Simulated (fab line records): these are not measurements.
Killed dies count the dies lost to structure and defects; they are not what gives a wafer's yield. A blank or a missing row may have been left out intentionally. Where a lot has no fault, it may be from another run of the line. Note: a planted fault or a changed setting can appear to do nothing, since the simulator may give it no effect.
Which tool did it? / flow gf180mcu / Sampling: 13 lots, 39 wafers, 3 of 602 route steps

## WHAT THE GAUGES READ, wafer by wafer
GF_V5_OVL_MEAS_15. Usual: V5_OVL typically reads 3 nm, with standard deviation 5.2.
lot=L492; measured=day 27 10:53; on=overlay-01; V5_OVL (nm)=3 1 1; flag=
lot=L495; measured=day 28 07:06; on=overlay-02; V5_OVL (nm)=1 15 5; flag=
lot=L497; measured=day 28 23:27; on=overlay-02; V5_OVL (nm)=-5 2 0; flag=
lot=L496; measured=day 29 01:23; on=overlay-02; V5_OVL (nm)=-5 0 0; flag=
lot=L500; measured=day 29 22:42; on=overlay-01; V5_OVL (nm)=-8 -5 3; flag=
lot=L501; measured=day 30 08:41; on=overlay-02; V5_OVL (nm)=0 6 -1; flag=
lot=L502; measured=day 30 14:34; on=overlay-01; V5_OVL (nm)=9 2 6; flag=
lot=L504; measured=day 30 22:35; on=overlay-01; V5_OVL (nm)=2 -3 2; flag=
lot=L505; measured=day 31 12:45; on=overlay-02; V5_OVL (nm)=-1 3 0; flag=
lot=L507; measured=day 31 23:05; on=overlay-02; V5_OVL (nm)=4 -2 -6; flag=
lot=L508; measured=day 32 01:10; on=overlay-02; V5_OVL (nm)=3 6 5; flag=
lot=L512; measured=day 33 05:15; on=overlay-02; V5_OVL (nm)=-2 4 -4; flag=
lot=L513; measured=day 33 05:35; on=overlay-02; V5_OVL (nm)=-1 -2 1; flag=

GF_TOP_METAL_RS_MEAS_05: uses a four-point probe to measure. Usual: TOP_METAL_ALCU_RS typically reads 0.0327 ohm/sq, with standard deviation 0.00041.
lot=L492; measured=day 27 12:33; on=filmMetro-04; TOP_METAL_ALCU_RS (ohm/sq)=0.0324 0.0327 0.0325; flag=
lot=L495; measured=day 28 08:44; on=filmMetro-01; TOP_METAL_ALCU_RS (ohm/sq)=0.0325 0.0322 0.0314; flag=
lot=L497; measured=day 29 01:09; on=filmMetro-02; TOP_METAL_ALCU_RS (ohm/sq)=0.0325 0.0328 0.0331; flag=
lot=L496; measured=day 29 03:02; on=filmMetro-01; TOP_METAL_ALCU_RS (ohm/sq)=0.0322 0.0326 0.0325; flag=
lot=L500; measured=day 30 00:20; on=filmMetro-01; TOP_METAL_ALCU_RS (ohm/sq)=0.0328 0.0324 0.0322; flag=
lot=L501; measured=day 30 10:19; on=filmMetro-02; TOP_METAL_ALCU_RS (ohm/sq)=0.0329 0.0325 0.0323; flag=
lot=L502; measured=day 30 16:22; on=filmMetro-01; TOP_METAL_ALCU_RS (ohm/sq)=0.0331 0.0325 0.0332; flag=
lot=L504; measured=day 31 00:14; on=filmMetro-04; TOP_METAL_ALCU_RS (ohm/sq)=0.0330 0.0330 0.0327; flag=
lot=L505; measured=day 31 14:23; on=filmMetro-01; TOP_METAL_ALCU_RS (ohm/sq)=0.0321 0.0327 0.0321; flag=
lot=L507; measured=day 32 00:44; on=filmMetro-04; TOP_METAL_ALCU_RS (ohm/sq)=0.0321 0.0329 0.0330; flag=
lot=L508; measured=day 32 02:50; on=filmMetro-04; TOP_METAL_ALCU_RS (ohm/sq)=0.0331 0.0330 0.0330; flag=
lot=L512; measured=day 33 06:53; on=filmMetro-02; TOP_METAL_ALCU_RS (ohm/sq)=0.0333 0.0333 0.0328; flag=
lot=L513; measured=day 33 07:31; on=filmMetro-02; TOP_METAL_ALCU_RS (ohm/sq)=0.0331 0.0327 0.0330; flag=

## EACH LOT AND THE TOOL THAT RAN IT (in order: tool; ch and the chambers of the sampled wafers; start)
lot=L492; GF_V5_CVD_23=cvdW-01 ch 0,1, day 27 11:44
lot=L495; GF_V5_CVD_23=cvdW-02 ch 0,1, day 28 07:55
lot=L497; GF_V5_CVD_23=cvdW-01 ch 0,1, day 29 00:19
lot=L496; GF_V5_CVD_23=cvdW-02 ch 0,1, day 29 02:14
lot=L500; GF_V5_CVD_23=cvdW-01 ch 0,1, day 29 23:31
lot=L501; GF_V5_CVD_23=cvdW-02 ch 0,1, day 30 09:30
lot=L502; GF_V5_CVD_23=cvdW-01 ch 0,1, day 30 15:32
lot=L504; GF_V5_CVD_23=cvdW-02 ch 0,1, day 30 23:26
lot=L505; GF_V5_CVD_23=cvdW-01 ch 0,1, day 31 13:34
lot=L507; GF_V5_CVD_23=cvdW-01 ch 0,1, day 31 23:55
lot=L508; GF_V5_CVD_23=cvdW-02 ch 0,1, day 32 02:00
lot=L512; GF_V5_CVD_23=cvdW-02 ch 0,1, day 33 06:04
lot=L513; GF_V5_CVD_23=cvdW-01 ch 0,1, day 33 06:28
- GF_V5_CVD_23: deposits W, target thk 350 nm, time 104.9 s.

## WHAT THE TOOLS THEMSELVES READ (means of the sampled wafers that have a number; where no wafer has one, the mark that the record gives instead)
GF_V5_CVD_23. Usual: 905 W for heaterPowerW, sd 66.
lot=L492; tool=cvdW-01; heaterPowerW (W)=890; flag=
lot=L495; tool=cvdW-02; heaterPowerW (W)=891; flag=
lot=L497; tool=cvdW-01; heaterPowerW (W)=896; flag=
lot=L496; tool=cvdW-02; heaterPowerW (W)=904; flag=
lot=L500; tool=cvdW-01; heaterPowerW (W)=909; flag=
lot=L501; tool=cvdW-02; heaterPowerW (W)=837; flag=
lot=L502; tool=cvdW-01; heaterPowerW (W)=904; flag=
lot=L504; tool=cvdW-02; heaterPowerW (W)=839; flag=
lot=L505; tool=cvdW-01; heaterPowerW (W)=907; flag=
lot=L507; tool=cvdW-01; heaterPowerW (W)=938; flag=
lot=L508; tool=cvdW-02; heaterPowerW (W)=898; flag=
lot=L512; tool=cvdW-02; heaterPowerW (W)=901; flag=
lot=L513; tool=cvdW-01; heaterPowerW (W)=950; flag=

## THE ANSWER, worked out from the rows above alone
Rule: take the mean of a lot's wafers that have a number; if it is more than 3 standard deviations from the usual mean, the lot is off. A lot without any number at a reading at which 4 lots or more have one is off too. All remaining lots with rows at the step are treated as sound. First the gauges in route order, then the tools' own readings, where a lot's mean is used as printed above. At the first step where some lot is off, the reading lying furthest off is the one used; lots without a number count as furthest.
No lot is off on any of the readings shown, so nothing can be concluded from this.

## WHAT THE SIMULATOR PUT IN
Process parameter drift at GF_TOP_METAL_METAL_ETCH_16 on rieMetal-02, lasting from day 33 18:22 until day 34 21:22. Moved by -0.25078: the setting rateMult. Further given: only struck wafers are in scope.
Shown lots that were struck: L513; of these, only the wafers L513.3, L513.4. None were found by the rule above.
